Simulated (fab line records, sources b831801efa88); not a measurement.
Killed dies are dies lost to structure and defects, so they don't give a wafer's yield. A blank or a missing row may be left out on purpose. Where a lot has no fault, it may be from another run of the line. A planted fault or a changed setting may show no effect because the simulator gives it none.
fab line records	flow sky130
[record] lots = 15	wafers = 45	last_day = 50
route steps=708 shown FIELD_ISO@15 PWDE@52 NWELL@63 VT_ADJUST_NCORE@127
lots untouched by any fault: they come from a run of this same line in which no faults occurred
start_h: hours from the record's first day to the start of the lot's first wafer shown	wait_h: time in hours since the lot's previous step	" unchanged from the row above	L1.1+2: a row that stands for several wafers	- no value, or no start given	* or withheld: withheld	< > ~ a bound
route shown NAME@n: a module of which the file shows steps, and the number in the route of the first	usual: the fault-free wafers' mean and standard deviation	same: alike in all rows	chamber/n: place in a boat	sites: the reading at each site	_std_site: the values' standard deviation	_edge_site: the outer-site mean with the inner-site mean subtracted	radius_mm: how far each site lies from the wafer's centre	mask NAME#n: copy n	behind: tool/chamber where the wafer was last shaped	hold: the reason the lot was held/the length of the hold in hours/how it ended	device: names the non-switching transistor (n, p or np)	end of line: the route-end tests of the same wafers	a step given without rows: its recipe and nothing more	killed: not the wafer's yield, but the dies lost to structure and defects at the first sort	map: a wafer's dies, marking killed ones x, the rest . and places with no die _
set.NAME: setting as actually run; set.NAME@STEP: the setting as run at that earlier step	model.NAME: the simulator's own value behind a step, which no gauge read
steps of the route over a sample of lots; a table a step, a row a wafer
services: a tool's chamber out of use, with start hour (start_h, from the record's first day; less than 0 if before it), hours out, and reason
[[steps]]
[step SKY_FIELD_ISO_ETCH_14]
[recipe] chemistry = N2/H2	target = BARC	ion_energy_ev = 200	source_w = 500	bias_w = 100	pressure_mtorr = 30	n2_flow_sccm = 100	h2_flow_sccm = 200	stop_on = SiO2	time_s = 45.9	target_depth_a = 600
[usual] drypump_motor_current_A = 5.8/0.43	oes_product_au = 0.854/0.0048	run_length_s = 74.3/0.49	throttle_valve_pct = 13.226/0.0092
lot.wafer	tool	chamber	start_h	wait_h	drypump_motor_current_A	oes_product_au	rf_hours_counter_h	run_length_s	throttle_valve_pct
L740.3	rie_diel-01	3	35.08	0.1	5.5	0.858	168	73.7	13.215
L740.5	"	3	"	"	5.5	0.857	-	73.3	13.217
L740.6	"	1	"	"	5.5	0.856	-	74.7	13.222
L742.1	rie_diel-04	3	49.47	0.1	6.0	0.861	1	74.9	13.233
L742.2	"	2	"	"	6.4	0.854	21	74.2	13.209
L742.5	"	1	"	"	6.2	0.857	-	74.8	13.226
L743.1	rie_diel-02	2	52.58	0.1	6.1	0.860	81	74.0	13.226
L743.4	"	1	"	"	5.7	0.857	26	73.4	13.238
L743.6	"	2	"	"	6.1	0.862	-	74.2	13.225
L744.1	rie_diel-01	2	56.52	0.1	5.4	0.856	80	75.0	13.229
L744.2	"	3	"	"	5.5	0.855	169	73.7	13.225
L744.5	"	0	"	"	5.8	0.861	-	73.9	13.229
L745.1	rie_diel-02	1	61.72	0.1	5.7	0.851	26	74.1	13.224
L745.2	"	0	"	"	6.3	0.846	9	74.6	13.220
L745.3	"	3	"	"	5.3	0.851	151	74.4	13.233
L747.1	rie_diel-01	2	72.13	0.1	5.4	0.849	81	74.3	13.218
L747.2	"	1	"	"	5.5	0.859	7	75.4	13.229
L747.4	"	0	"	"	5.7	0.849	22	73.8	13.225
L748.1	rie_diel-01	0	74.98	0.1	5.7	0.858	22	74.1	13.212
L748.4	"	1	"	"	5.5	0.856	7	74.8	13.233
L748.6	"	1	"	"	5.5	0.857	-	74.6	13.236
L749.1	rie_diel-04	2	81.91	0.1	6.4	0.860	21	74.3	13.205
L749.3	"	1	"	"	6.2	0.857	87	74.8	13.220
L749.4	"	0	"	"	4.8	0.858	100	74.4	13.219
L750.2	rie_diel-02	1	86.57	0.1	5.8	0.856	26	73.8	13.230
L750.4	"	3	"	"	5.3	0.848	151	74.6	13.227
L750.5	"	0	"	"	6.3	0.856	-	74.1	13.198
L751.2	rie_diel-02	0	91.03	0.1	6.3	0.849	10	74.3	13.205
L751.4	"	1	"	"	5.7	0.856	26	73.8	13.224
L751.5	"	3	"	"	5.3	0.850	-	74.6	13.225
L752.4	rie_diel-01	0	98.14	0.1	5.7	0.847	-	74.0	13.227
L752.5	"	2	"	"	5.4	0.859	-	74.8	13.217
L752.6	"	1	"	"	5.5	0.854	-	75.2	13.222
L755.2	rie_diel-02	0	112.33	0.1	6.3	1.001	10	50.7	13.252
L755.3	"	3	"	"	5.3	0.857	151	74.5	13.226
L755.4	"	1	"	"	5.8	0.850	27	73.9	13.233
L756.1	rie_diel-01	1	121.58	0.1	5.5	0.847	9	75.2	13.223
L756.2	"	0	"	"	5.7	0.863	23	74.0	13.236
L756.4	"	3	"	"	5.5	0.848	0	73.6	13.222
L757.3	rie_diel-02	3	124.25	0.1	5.3	0.857	152	75.1	13.208
L757.5	"	0	"	"	6.3	0.847	-	74.1	13.225
L757.6	"	1	"	"	5.7	0.978	-	50.7	13.247
L758.1	rie_diel-02	2	129.86	0.1	6.1	0.853	82	74.1	13.222
L758.5	"	1	"	"	5.7	0.856	-	73.7	13.238
L758.6	"	2	"	"	6.1	1.003	-	50.3	13.242
[step SKY_FIELD_ISO_ETCH_15]
[recipe] chemistry = CHF3/O2	target_depth_nm = 180	stop_on = Si	source_w = 600	bias_w = 200	pressure_mtorr = 40	chf3_flow_sccm = 50	O2_flow_sccm = 5	time_s = 72
[usual] drypump_motor_current_A = 5.8/0.43	oes_product_au = 0.945/0.0068	run_length_s = 100.4/0.51	throttle_valve_pct = 8.843/0.011
lot.wafer	tool	chamber	start_h	wait_h	drypump_motor_current_A	oes_product_au	rf_hours_counter_h	run_length_s	throttle_valve_pct
L740.3	rie_diel-01	3	35.12	0.0	5.5	0.945	168	99.5	8.845
L740.5	"	3	"	"	5.5	0.950	-	99.3	8.852
L740.6	"	1	"	"	5.5	0.959	-	101.1	8.859
L742.1	rie_diel-04	3	49.52	0.0	6.0	0.935	1	100.6	8.842
L742.2	"	2	"	"	6.4	0.951	21	100.3	8.845
L742.5	"	1	"	"	6.2	0.946	-	101.2	8.864
L743.1	rie_diel-02	2	52.62	0.0	6.1	0.944	81	100.4	8.823
L743.4	"	1	"	"	5.7	0.939	26	100.0	8.832
L743.6	"	2	"	"	6.1	0.933	-	100.7	8.831
L744.1	rie_diel-01	2	56.57	0.0	5.4	0.943	80	100.8	8.834
L744.2	"	3	"	"	5.5	0.956	169	99.4	8.868
L744.5	"	0	"	"	5.7	0.945	-	100.0	8.856
L745.1	rie_diel-02	1	61.77	0.0	5.8	0.932	26	99.7	8.840
L745.2	"	0	"	"	6.3	0.942	9	100.4	8.843
L745.3	"	3	"	"	5.3	0.934	151	100.4	8.828
L747.1	rie_diel-01	2	72.17	0.0	5.4	0.941	81	100.6	8.827
L747.2	"	1	"	"	5.5	0.943	7	100.8	8.839
L747.4	"	0	"	"	5.7	0.936	22	99.9	8.855
L748.1	rie_diel-01	0	75.02	0.0	5.7	0.937	22	99.9	8.827
L748.4	"	1	"	"	5.5	0.944	7	101.1	8.840
L748.6	"	1	"	"	5.5	0.926	-	100.8	8.844
L749.1	rie_diel-04	2	81.96	0.0	6.4	0.940	21	100.6	8.830
L749.3	"	1	"	"	6.3	0.949	87	101.0	8.828
L749.4	"	0	"	"	4.8	0.943	100	100.3	8.856
L750.2	rie_diel-02	1	86.62	0.0	5.7	0.932	26	99.8	8.849
L750.4	"	3	"	"	5.3	0.946	151	100.5	8.844
L750.5	"	0	"	"	6.3	0.930	-	100.4	8.831
L751.2	rie_diel-02	0	91.07	0.0	6.3	0.947	10	100.3	8.832
L751.4	"	1	"	"	5.7	0.945	26	100.2	8.835
L751.5	"	3	"	"	5.3	0.947	-	100.7	8.831
L752.4	rie_diel-01	0	98.18	0.0	5.8	0.958	-	100.7	8.844
L752.5	"	2	"	"	5.4	0.948	-	101.1	8.839
L752.6	"	1	"	"	5.5	0.959	-	100.7	8.839
L755.2	rie_diel-02	0	112.37	0.0	6.3	0.372	10	100.4	8.684
L755.3	"	3	"	"	5.3	0.945	151	100.6	8.832
L755.4	"	1	"	"	5.7	0.946	27	99.6	8.848
L756.1	rie_diel-01	1	121.62	0.0	5.5	0.947	9	100.8	8.858
L756.2	"	0	"	"	5.7	0.949	23	100.3	8.845
L756.4	"	3	"	"	5.5	0.934	0	99.2	8.841
L757.3	rie_diel-02	3	124.30	0.0	5.3	0.948	152	100.8	8.844
L757.5	"	0	"	"	6.3	0.953	-	100.2	8.837
L757.6	"	1	"	"	5.7	0.367	-	99.9	8.673
L758.1	rie_diel-02	2	129.91	0.0	6.0	0.945	82	100.1	8.833
L758.5	"	1	"	"	5.7	0.947	-	99.8	8.847
L758.6	"	2	"	"	6.1	0.373	-	100.2	8.666
[step SKY_FIELD_ISO_THK_MEAS_23]
[recipe] reads = SiO2_of_FIELD_ISO_OXIDATION_22
[usual] FIELD_ISO_OXIDATION_01_THK = 9.91/0.18
lot.wafer	tool	chamber	start_h	wait_h	FIELD_ISO_OXIDATION_01_THK[nm]
L740.3	film_metro-02	-	39.16	0.0	10.08
L740.5	"	-	"	"	10.03
L740.6	"	-	"	"	10.06
L742.1	film_metro-01	-	52.94	0.0	9.89
L742.2	"	-	"	"	9.97
L742.5	"	-	"	"	9.96
L743.1	film_metro-01	-	55.46	0.0	9.91
L743.4	"	-	"	"	9.81
L743.6	"	-	"	"	9.83
L744.1	film_metro-01	-	59.54	0.0	9.90
L744.2	"	-	"	"	9.89
L744.5	"	-	"	"	10.06
L745.1	film_metro-02	-	64.71	0.0	9.88
L745.2	"	-	"	"	9.94
L745.3	"	-	"	"	9.84
L747.1	film_metro-01	-	75.68	0.0	9.92
L747.2	"	-	"	"	9.98
L747.4	"	-	"	"	9.66
L748.1	film_metro-02	-	78.50	0.0	9.69
L748.4	"	-	"	"	9.71
L748.6	"	-	"	"	9.58
L749.1	film_metro-04	-	85.22	0.0	9.67
L749.3	"	-	"	"	9.76
L749.4	"	-	"	"	9.67
L750.2	film_metro-04	-	88.86	0.0	9.68
L750.4	"	-	"	"	9.85
L750.5	"	-	"	"	9.74
L751.2	film_metro-01	-	92.75	0.0	10.26
L751.4	"	-	"	"	10.23
L751.5	"	-	"	"	10.34
L752.4	film_metro-02	-	99.87	0.0	10.00
L752.5	"	-	"	"	9.90
L752.6	"	-	"	"	9.95
L755.2	film_metro-01	-	114.05	0.0	10.11
L755.3	"	-	"	"	9.83
L755.4	"	-	"	"	9.88
L756.1	film_metro-02	-	126.65	0.0	9.94
L756.2	"	-	"	"	9.76
L756.4	"	-	"	"	9.87
L757.3	film_metro-01	-	126.67	0.0	9.98
L757.5	"	-	"	"	10.04
L757.6	"	-	"	"	9.93
L758.1	film_metro-04	-	132.25	0.0	10.23
L758.5	"	-	"	"	10.22
L758.6	"	-	"	"	10.18
[step SKY_PWDE_OVL_MEAS_07]
[usual] PWDE_OVL = -1.2/1.3
lot.wafer	tool	chamber	start_h	wait_h	PWDE_OVL[nm]
L740.3	overlay-02	-	77.47	-	-1.6
L740.5	"	-	"	"	-0.2
L740.6	"	-	"	"	-1.4
L742.1	overlay-02	-	91.01	-	-0.1
L742.2	"	-	"	"	-1.0
L742.5	"	-	"	"	0.1
L743.1	overlay-01	-	94.46	-	-4.0
L743.4	"	-	"	"	-2.3
L743.6	"	-	"	"	-4.6
L744.1	overlay-01	-	98.71	-	-1.7
L744.2	"	-	"	"	-0.6
L744.5	"	-	"	"	-0.2
L745.1	overlay-01	-	103.81	-	-1.9
L745.2	"	-	"	"	-2.0
L745.3	"	-	"	"	-3.2
L747.1	overlay-02	-	119.51	-	0.8
L747.2	"	-	"	"	-0.2
L747.4	"	-	"	"	-0.1
L748.1	overlay-02	-	120.20	-	-1.5
L748.4	"	-	"	"	-1.5
L748.6	"	-	"	"	-0.4
L749.1	overlay-01	-	126.76	-	-2.5
L749.3	"	-	"	"	-1.6
L749.4	"	-	"	"	-2.6
L750.2	overlay-02	-	129.81	-	-2.8
L750.4	"	-	"	"	-2.6
L750.5	"	-	"	"	-0.5
L751.2	overlay-02	-	134.86	-	-2.2
L751.4	"	-	"	"	0.7
L751.5	"	-	"	"	-2.3
L752.4	overlay-01	-	141.27	-	-2.8
L752.5	"	-	"	"	-1.1
L752.6	"	-	"	"	-1.7
L755.2	overlay-02	-	159.66	-	-
L755.3	"	-	"	"	-0.3
L755.4	"	-	"	"	1.1
L757.3	overlay-02	-	171.57	-	-0.3
L757.5	"	-	"	"	0.5
L757.6	"	-	"	"	-
L756.1	overlay-02	-	171.91	-	0.4
L756.2	"	-	"	"	1.4
L756.4	"	-	"	"	-0.7
L758.1	overlay-01	-	176.85	-	-1.1
L758.5	"	-	"	"	0.0
L758.6	"	-	"	"	-
[step SKY_NWELL_OVL_MEAS_10]
[usual] NWELL_00_OVL = 0.4/1.6
lot.wafer	tool	chamber	start_h	wait_h	NWELL_00_OVL[nm]
L740.3	overlay-02	-	95.47	-	3.8
L740.5	"	-	"	"	2.7
L740.6	"	-	"	"	1.3
L742.1	overlay-02	-	109.55	-	0.9
L742.2	"	-	"	"	2.8
L742.5	"	-	"	"	2.1
L743.1	overlay-01	-	112.35	-	0.4
L743.4	"	-	"	"	1.1
L743.6	"	-	"	"	1.0
L744.1	overlay-01	-	117.64	-	-1.1
L744.2	"	-	"	"	-0.8
L744.5	"	-	"	"	1.1
L745.1	overlay-02	-	122.36	-	-1.8
L745.2	"	-	"	"	-0.6
L745.3	"	-	"	"	-0.7
L747.1	overlay-01	-	137.76	-	-0.8
L747.2	"	-	"	"	-2.3
L747.4	"	-	"	"	-0.8
L748.1	overlay-02	-	138.89	-	2.9
L748.4	"	-	"	"	1.5
L748.6	"	-	"	"	1.2
L749.1	overlay-02	-	145.71	-	1.6
L749.3	"	-	"	"	-0.4
L749.4	"	-	"	"	0.2
L750.2	overlay-01	-	148.75	-	-0.2
L750.4	"	-	"	"	-0.8
L750.5	"	-	"	"	0.3
L751.2	overlay-02	-	153.85	-	2.4
L751.4	"	-	"	"	0.3
L751.5	"	-	"	"	2.0
L752.4	overlay-01	-	160.12	-	0.0
L752.5	"	-	"	"	0.6
L752.6	"	-	"	"	-0.6
L755.2	overlay-01	-	179.92	-	-
L755.3	"	-	"	"	-0.6
L755.4	"	-	"	"	0.4
L757.3	overlay-01	-	192.77	-	-2.1
L757.5	"	-	"	"	0.3
L757.6	"	-	"	"	-
L756.1	overlay-01	-	193.91	-	-1.7
L756.2	"	-	"	"	-2.6
L756.4	"	-	"	"	-0.6
L758.1	overlay-01	-	198.00	-	0.9
L758.5	"	-	"	"	-0.8
L758.6	"	-	"	"	-
[step SKY_VT_ADJUST_NCORE_OVL_MEAS_08]
[usual] VT_ADJUST_NCORE_OVL = 0.6/1.3
lot.wafer	tool	chamber	start_h	wait_h	VT_ADJUST_NCORE_OVL[nm]
L740.3	overlay-02	-	192.93	0.1	0.8
L740.5	"	-	"	"	0.9
L740.6	"	-	"	"	1.2
L742.1	overlay-02	-	211.03	0.1	2.2
L742.2	"	-	"	"	3.0
L742.5	"	-	"	"	2.8
L743.1	overlay-01	-	214.48	0.1	1.5
L743.4	"	-	"	"	0.9
L743.6	"	-	"	"	1.4
L744.1	overlay-01	-	219.57	0.1	-1.0
L744.2	"	-	"	"	-1.2
L744.5	"	-	"	"	-0.9
L745.1	overlay-02	-	225.53	0.1	1.7
L745.2	"	-	"	"	1.6
L745.3	"	-	"	"	1.1
L747.1	overlay-01	-	244.83	0.1	-1.8
L747.2	"	-	"	"	-2.4
L747.4	"	-	"	"	-0.1
L748.1	overlay-02	-	247.48	0.1	1.1
L748.4	"	-	"	"	1.2
L748.6	"	-	"	"	0.8
L749.1	overlay-01	-	255.32	0.1	0.8
L749.3	"	-	"	"	1.5
L749.4	"	-	"	"	0.9
L750.2	overlay-01	-	258.27	0.1	-0.6
L750.4	"	-	"	"	-0.3
L750.5	"	-	"	"	0.3
L751.2	overlay-01	-	264.08	0.1	-0.6
L751.4	"	-	"	"	-1.5
L751.5	"	-	"	"	-1.1
L752.4	overlay-01	-	271.95	0.1	0.7
L752.5	"	-	"	"	-0.4
L752.6	"	-	"	"	0.1
L755.2	overlay-02	-	295.83	0.1	-
L755.3	"	-	"	"	1.3
L755.4	"	-	"	"	1.6
L757.3	overlay-01	-	312.08	0.1	1.3
L757.5	"	-	"	"	2.9
L757.6	"	-	"	"	-
L756.1	overlay-01	-	313.38	0.1	2.2
L756.2	"	-	"	"	0.1
L756.4	"	-	"	"	1.2
L758.1	overlay-02	-	318.42	0.1	1.2
L758.5	"	-	"	"	-0.2
L758.6	"	-	"	"	-
[step SKY_VT_ADJUST_NCORE_STRIP_10]
[recipe] chemistry = O2/N2	power_w = 1400	pressure_mtorr = 1500	platen_temp_c = withheld	o2_flow_sccm = 3000	n2_flow_sccm = 300	overash_fraction = 0.5
[usual] drypump_motor_current_A = 6.0/0.42	oes_product_au = 0.716/0.0043	strip_time_to_endpoint_s = 14.16/0.037
lot.wafer	tool	chamber	start_h	wait_h	drypump_motor_current_A	oes_product_au	rf_hours_counter_h	strip_time_to_endpoint_s
L740.3	plasma_asher-02	1	193.14	0.1	5.2	0.723	-	14.17
L740.5	"	1	"	"	5.2	0.718	-	14.17
L740.6	"	0	"	"	6.3	0.721	-	14.21
L742.1	plasma_asher-01	1	211.21	0.1	5.9	0.712	40	14.20
L742.2	"	0	"	"	6.2	0.713	40	14.21
L742.5	"	0	"	"	6.2	0.714	-	14.20
L743.1	plasma_asher-04	0	214.66	0.1	6.0	0.715	52	14.16
L743.4	"	0	"	"	6.0	0.719	-	14.17
L743.6	"	1	"	"	6.2	0.715	-	14.15
L744.1	plasma_asher-02	1	219.76	0.1	5.2	0.721	10	14.17
L744.2	"	0	"	"	6.3	0.721	10	14.17
L744.5	"	0	"	"	6.3	0.709	-	14.18
L745.1	plasma_asher-04	1	225.71	0.1	6.2	0.722	54	14.17
L745.2	"	0	"	"	6.1	0.713	54	14.24
L745.3	"	1	"	"	6.2	0.717	-	14.15
L747.1	plasma_asher-01	0	245.01	0.1	6.2	0.718	42	14.15
L747.2	"	1	"	"	5.9	0.722	42	14.16
L747.4	"	1	"	"	5.9	0.715	-	14.18
L748.1	plasma_asher-02	1	247.67	0.1	5.2	0.716	13	14.14
L748.4	"	1	"	"	5.2	0.721	-	14.13
L748.6	"	1	"	"	5.2	0.713	-	14.15
L749.1	plasma_asher-02	1	255.51	0.1	5.2	0.717	14	14.12
L749.3	"	1	"	"	5.2	0.714	-	14.11
L749.4	"	0	"	"	6.3	0.713	-	14.11
L750.2	plasma_asher-02	0	258.45	0.1	6.3	0.716	14	14.18
L750.4	"	1	"	"	5.2	0.722	-	14.18
L750.5	"	1	"	"	5.2	0.715	-	14.19
L751.2	plasma_asher-02	1	264.26	0.1	5.2	0.716	15	14.10
L751.4	"	1	"	"	5.2	0.719	-	14.13
L751.5	"	0	"	"	6.4	0.718	-	14.16
L752.4	plasma_asher-01	1	272.15	0.1	5.9	0.711	-	14.13
L752.5	"	0	"	"	6.2	0.716	-	14.14
L752.6	"	1	"	"	5.9	0.716	-	14.15
L755.2	plasma_asher-02	1	296.01	0.1	5.2	0.714	18	14.14
L755.3	"	1	"	"	5.2	0.717	-	14.14
L755.4	"	0	"	"	6.4	0.714	-	14.10
L757.3	plasma_asher-04	0	312.29	0.1	6.1	0.718	-	14.21
L757.5	"	0	"	"	6.1	0.718	-	14.23
L757.6	"	1	"	"	6.3	0.709	-	14.20
L756.1	plasma_asher-01	0	313.56	0.1	6.2	0.712	48	14.16
L756.2	"	1	"	"	5.9	0.720	48	14.19
L756.4	"	1	"	"	5.9	0.708	-	14.21
L758.1	plasma_asher-02	0	318.61	0.1	6.4	0.714	20	14.14
L758.5	"	0	"	"	6.4	0.701	-	14.15
L758.6	"	1	"	"	5.2	0.725	-	14.15
[[services]]
tool	chamber	start_h	hours	kind
rie_diel-02	2	20.35	14.5	repair
rie_diel-01	-	24.43	0.6	repair
rie_diel-01	2	33.03	2.2	repair
rie_diel-04	-	34.05	13.7	repair
rie_diel-02	-	36.90	14.6	pm
rie_diel-04	-	58.54	10.0	pm
rie_diel-02	-	73.93	0.1	repair
rie_diel-02	-	107.33	2.8	pm
plasma_asher-02	-	108.81	9.0	pm
rie_diel-04	0	117.37	2.2	repair
plasma_asher-02	-	117.81	2.8	pm
rie_diel-02	0	133.44	16.1	repair
rie_diel-01	3	136.45	4.7	repair
rie_diel-04	0	151.08	10.1	repair
rie_diel-04	2	174.08	13.7	repair
rie_diel-01	-	196.84	2.8	pm
plasma_asher-01	-	214.11	14.6	pm
plasma_asher-02	-	215.06	0.9	repair
rie_diel-01	2	237.82	10.3	repair
rie_diel-02	-	284.69	1.8	repair
rie_diel-02	1	288.89	31.1	repair
rie_diel-01	1	297.27	10.4	repair
rie_diel-02	3	312.55	16.6	repair
rie_diel-01	1	315.36	11.3	repair
[[key]]
[first_sign] step = SKY_FIELD_ISO_ETCH_14	reading = run_length_s	direction = down	sigmas = 48	usual = *	struck = *
[effect] step = SKY_FIELD_ISO_ETCH_14	reading = oes_product_au	direction = up	sigmas = 29	usual = 0.854	struck = 0.994
[effect] step = SKY_FIELD_ISO_ETCH_15	reading = oes_product_au	direction = down	sigmas = 84	usual = 0.945	struck = 0.371
[effect] step = SKY_PWDE_OVL_MEAS_07	reading = PWDE_OVL	direction = missing
[effect] step = SKY_NWELL_OVL_MEAS_10	reading = NWELL_00_OVL	direction = missing
met_at SKY_FIELD_ISO_ETCH_14
struck_lots L755,L757,L758
struck_wafers L755.2,L757.6,L758.6
sort_left_out L755.2,L757.6,L758.6
tester_left_out L755,L757,L758
not_acting_at SKY_FIELD_ISO_THK_MEAS_23,SKY_VT_ADJUST_NCORE_OVL_MEAS_08,SKY_VT_ADJUST_NCORE_STRIP_10
onset_between 91.03 112.33
[fault] kind = process_parameter_drift	tool = rie_diel-02	chamber = -	onset_h = 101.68	steps = SKY_FIELD_ISO_ETCH_14	channel = time_s	offset = *	shape = step	end_h = 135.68	scope = struck_wafers_only	acts_in = *	stated = *
// tester_left_out: of these lots the tester's yield and bins aren't shown, on N5 and GAA mostly nor the transistor test; their killed dies are dies lost to structure and defects alone, not to doping, threshold or leakage, so they don't give the yield
// sort_left_out: the simulated sort isn't trusted on such a fault, so these wafers' sort isn't shown, and their yield isn't known
